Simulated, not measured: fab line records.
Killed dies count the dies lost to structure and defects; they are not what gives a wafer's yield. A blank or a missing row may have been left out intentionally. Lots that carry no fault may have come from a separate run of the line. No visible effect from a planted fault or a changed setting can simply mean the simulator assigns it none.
Chamber matching    flow gf180mcu    rie-diel-03 running GF_V3_ETCH_16: 4 sister chambers
The step etches BARC in N2/H2. 8 wafers are shown with their chamber, then 10 later ones without.

WAFERS, EACH WITH ITS CHAMBER
wafer   chamber  drypump-motor-current-A (A)  rf-fwd-power-W (W)
L076.5  1        5.4                          494.6
L085.2  1        5.3                          495.7
L088.3  0        5.7                          494.9
L091.1  3        6.2                          496.1
L091.4  2        5.5                          492.3
L091.5  0        5.6                          493.9
L092.2  2        5.5                          492.9
L092.3  3        6.2                          496.1

WAFERS WITHOUT THEIR CHAMBER
wafer   drypump-motor-current-A (A)  rf-fwd-power-W (W)
L092.4  5.4                          493.8
L093.1  5.4                          494.3
L093.2  6.2                          494.5
L093.6  5.7                          495.8
L094.2  5.5                          495.7
L094.4  5.7                          495.0
L094.5  6.2                          493.2
L096.1  5.4                          495.3
L096.3  6.2                          496.7
L096.4  6.2                          493.3

CHAMBER TAKEN BY EACH
wafer   from the rows above      in truth
L092.4  can't be placed: 1 or 2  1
L093.1  can't be placed: 1 or 2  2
L093.2  3                        3
L093.6  0                        0
L094.2  can't be placed: 1 or 0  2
L094.4  0                        0
L094.5  3                        3
L096.1  1                        1
L096.3  3                        3
L096.4  3                        3
Placed correctly: 7 of 10. Not placeable from these rows: 3 (in 2, the candidates include the true chamber). Placed wrongly: 0.
How it was worked out, from the rows above alone: a wafer's distance from a chamber is the root of the sum, over the readings, of the square of ((its reading less the chamber's mean) divided by the reading's scatter). If the next closest chamber is less than 2 further off than the closest, the wafer can't be placed; otherwise it belongs to the closest. A chamber's mean is the mean of its shown wafers. How the scatter is found: for the shown wafers, subtract from each reading the mean of its chamber, square and add these, divide the total by (wafers less chambers), then take the root.
